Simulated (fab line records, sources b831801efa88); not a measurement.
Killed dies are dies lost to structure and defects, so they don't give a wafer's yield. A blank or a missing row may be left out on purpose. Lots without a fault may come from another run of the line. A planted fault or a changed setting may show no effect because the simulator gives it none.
Which tool did it? | flow gf180mcu | 12 lots, 36 wafers sampled, at 5 steps of a route of 602

WHAT THE GAUGES READ, wafer by wafer
GF_PASSIVATION_THK_MEAS_01. Usual: PASSIVATION_CVD_00_THK 996 nm, standard deviation 15.
lot  | measured     | on            | PASSIVATION_CVD_00_THK (nm)   | flag
L856 | day 27 23:46 | film_metro-04 | 975 990 992                   |
L857 | day 28 07:32 | film_metro-01 | 965 975 998                   |
L859 | day 28 17:11 | film_metro-01 | 979 974 995                   |
L860 | day 29 11:11 | film_metro-01 | 984 1009 998                  |
L864 | day 30 16:20 | film_metro-02 | 980 997 998                   |
L866 | day 31 06:25 | film_metro-02 | 975 992 990                   |
L867 | day 31 11:31 | film_metro-02 | 992 1013 1012                 |
L873 | day 32 20:14 | film_metro-02 | 1104 1025 1123 1104 1024 1124 | OFF
L875 | day 33 11:04 | film_metro-01 | 1103 1040 1108 1102 1040 1110 | OFF
L877 | day 33 22:32 | film_metro-04 | 987 983 1012                  |
L878 | day 34 03:40 | film_metro-02 | 986 1004 1001                 |
L879 | day 34 04:21 | film_metro-02 | 992 976 1008                  |

WHICH TOOL RAN EACH LOT (tool, then ch and the chambers of the sampled wafers, then the start)
lot  | GF_MIM_SPUTTER_09            | GF_M5_ETCH_09                      | GF_V5_CVD_02                    | GF_PASSIVATION_CVD_00
L856 | pvd_sputter-01, day 24 07:13 | rie_diel-02 ch 0,1,3, day 26 03:26 | pecvd-02 ch 0,1, day 26 04:14   | pecvd-03 ch 0,2, day 27 23:41
L857 | pvd_sputter-03, day 24 17:41 | rie_diel-04 ch 2,3, day 26 13:02   | pecvd-01 ch 0,2, day 26 13:52   | pecvd-02 ch 1,2, day 28 07:27
L859 | pvd_sputter-03, day 25 04:19 | rie_diel-04 ch 1,2,3, day 26 22:41 | pecvd-02 ch 0,1,2, day 26 23:28 | pecvd-02 ch 0,1,2, day 28 17:07
L860 | pvd_sputter-03, day 25 21:38 | rie_diel-04 ch 1,2, day 27 15:11   | pecvd-01 ch 0,1,2, day 27 15:59 | pecvd-02 ch 1,2, day 29 11:06
L864 | pvd_sputter-02, day 27 07:11 | rie_diel-01 ch 0,1,2, day 28 22:20 | pecvd-02 ch 0,1, day 28 23:09   | pecvd-02 ch 0,1, day 30 16:14
L866 | pvd_sputter-03, day 28 00:03 | rie_diel-01 ch 0,1,3, day 29 13:53 | pecvd-01 ch 0,1,2, day 29 14:42 | pecvd-02 ch 0,2, day 31 06:14
L867 | pvd_sputter-01, day 28 05:04 | rie_diel-04 ch 1,2,3, day 29 18:50 | pecvd-04 ch 0,1,2, day 29 19:38 | pecvd-03 ch 0,2, day 31 11:25
L873 | pvd_sputter-01, day 29 18:14 | rie_diel-01 ch 1,2, day 31 06:02   | pecvd-01 ch 0,1,2, day 31 06:49 | pecvd-02 ch 0,2, day 32 20:08
L875 | pvd_sputter-03, day 30 10:01 | rie_diel-01 ch 0,1, day 31 21:47   | pecvd-02 ch 0,1,2, day 31 22:37 | pecvd-02 ch 0,2, day 33 10:59
L877 | pvd_sputter-02, day 31 00:19 | rie_diel-04 ch 1,2, day 32 11:05   | pecvd-02 ch 1,2, day 32 12:20   | pecvd-03 ch 0,1,2, day 33 22:27
L878 | pvd_sputter-02, day 31 04:32 | rie_diel-02 ch 0,1,2, day 32 15:50 | pecvd-04 ch 0,2, day 32 17:05   | pecvd-03 ch 0,2, day 34 03:34
L879 | pvd_sputter-02, day 31 07:01 | rie_diel-01 ch 0,1, day 32 17:11   | pecvd-01 ch 0,1,2, day 32 17:58 | pecvd-03 ch 0,1, day 34 04:16
- GF_MIM_SPUTTER_09: material TiN, target thk 35 nm, time 29.2 s.
- GF_M5_ETCH_09: etches Si3N4 in CF4/O2, target depth 52 nm, time 11.6 s.
- GF_V5_CVD_02: deposits SiO2 from TEOS, target thk 1450 nm, time 163.28 s.
- GF_PASSIVATION_CVD_00: deposits SiO2 from TEOS, target thk 1000 nm, time 111.95 s.

WHAT THE TOOLS THEMSELVES READ (means of the sampled wafers that have a number; where no wafer has one, the mark that the record gives instead)
GF_MIM_SPUTTER_09. Usual: throttle_valve_pct 30.0 %, standard deviation 1.1.
lot  | tool           | throttle_valve_pct (%) | flag
L856 | pvd_sputter-01 | 29.8                   |
L857 | pvd_sputter-03 | 29.9                   |
L859 | pvd_sputter-03 | 28.9                   |
L860 | pvd_sputter-03 | 29.2                   |
L864 | pvd_sputter-02 | 31.1                   |
L866 | pvd_sputter-03 | 28.9                   |
L867 | pvd_sputter-01 | 29.7                   |
L873 | pvd_sputter-01 | 30.0                   |
L875 | pvd_sputter-03 | 29.4                   |
L877 | pvd_sputter-02 | 31.2                   |
L878 | pvd_sputter-02 | 30.9                   |
L879 | pvd_sputter-02 | 32.0                   |

GF_M5_ETCH_09. Usual: drypump_motor_current_A 5.9 A, standard deviation 0.3; oes_product_au 1.001 a.u., standard deviation 0.012; throttle_valve_pct 5.970 %, standard deviation 0.0097.
lot  | tool        | drypump_motor_current_A (A) | oes_product_au (a.u.) | throttle_valve_pct (%) | flag
L856 | rie_diel-02 | 6.0                         | 1.014                 | 5.967                  |
L857 | rie_diel-04 | 5.7                         | 0.990                 | 5.978                  |
L859 | rie_diel-04 | 5.8                         | 1.005                 | 5.972                  |
L860 | rie_diel-04 | 5.8                         | 1.007                 | 5.978                  |
L864 | rie_diel-01 | 5.8                         | 0.998                 | 5.963                  |
L866 | rie_diel-01 | 5.9                         | 0.984                 | 5.959                  |
L867 | rie_diel-04 | 5.8                         | 1.000                 | 5.975                  |
L873 | rie_diel-01 | 5.7                         | 1.005                 | 5.978                  |
L875 | rie_diel-01 | 5.8                         | 0.996                 | 5.977                  |
L877 | rie_diel-04 | 5.7                         | 1.007                 | 5.979                  |
L878 | rie_diel-02 | 5.9                         | 1.008                 | 5.972                  |
L879 | rie_diel-01 | 5.8                         | 1.008                 | 5.973                  |

GF_V5_CVD_02. Usual: heater_power_w 672 W, standard deviation 100; run_length_s 191.3 s, standard deviation 0.67.
lot  | tool     | heater_power_w (W) | run_length_s (s) | flag
L856 | pecvd-02 | 646                | 190.9            |
L857 | pecvd-01 | 782                | 191.8            |
L859 | pecvd-02 | 647                | 190.7            |
L860 | pecvd-01 | 731                | 191.7            |
L864 | pecvd-02 | 653                | 190.5            |
L866 | pecvd-01 | 696                | 191.8            |
L867 | pecvd-04 | 602                | 191.4            |
L873 | pecvd-01 | 711                | 191.7            |
L875 | pecvd-02 | 621                | 190.7            |
L877 | pecvd-02 | 655                | 190.4            |
L878 | pecvd-04 | 594                | 191.4            |
L879 | pecvd-01 | 704                | 191.6            |

GF_PASSIVATION_CVD_00. Usual: heater_power_w 630 W, standard deviation 90; run_length_s 139.8 s, standard deviation 0.47.
lot  | tool     | heater_power_w (W) | run_length_s (s) | flag
L856 | pecvd-03 | 662                | 140.3            |
L857 | pecvd-02 | 673                | 139.4            |
L859 | pecvd-02 | 656                | 139.3            |
L860 | pecvd-02 | 656                | 139.4            |
L864 | pecvd-02 | 650                | 139.6            |
L866 | pecvd-02 | 579                | 139.9            |
L867 | pecvd-03 | 595                | 140.4            |
L873 | pecvd-02 | 596                | 148.5            | OFF
L875 | pecvd-02 | 581                | 148.1            | OFF
L877 | pecvd-03 | 609                | 140.0            |
L878 | pecvd-03 | 631                | 140.1            |
L879 | pecvd-03 | 692                | 139.8            |

THE ANSWER, worked out from the rows above alone
Rule: a lot is off if the mean of its wafers that have a number lies more than 3 standard deviations from the usual mean. A lot without any number at a reading at which 4 lots or more have one is off too. The other lots that the step has rows for count as sound. The gauges are gone through in route order, then the tools' own readings, and for those a lot's mean is taken as printed above. The first step at which some lot is off is used, and at that step the reading that is off furthest; a lot without a number counts as furthest.
Off: L873, L875, at GF_PASSIVATION_THK_MEAS_01 (PASSIVATION_CVD_00_THK).
A tool fits if, at a process step before that reading, it ran every lot that is off, and no sound lot after the first of them. The gauges at GF_PASSIVATION_THK_MEAS_01 aren't tried: what is off there is off at GF_PASSIVATION_CVD_00 too, on other tools, and a gauge's error can't cause that. One fits: pecvd-02 at GF_PASSIVATION_CVD_00. Its last sound lot is L866 (day 31 06:14), its first lot that is off L873 (day 32 20:08): a fault that began between those two fits.
The tool's own readings at GF_PASSIVATION_CVD_00 bear it out: on the lots that are off they differ by more than 5 times the standard deviation of the sound lots' means. run_length_s reads 148.3 s there against 139.8 s on the sound lots.

WHAT THE SIMULATOR HAD PUT IN
Process parameter drift: pecvd-02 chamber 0, from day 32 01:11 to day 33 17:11, at GF_PASSIVATION_CVD_00. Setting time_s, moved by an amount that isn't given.
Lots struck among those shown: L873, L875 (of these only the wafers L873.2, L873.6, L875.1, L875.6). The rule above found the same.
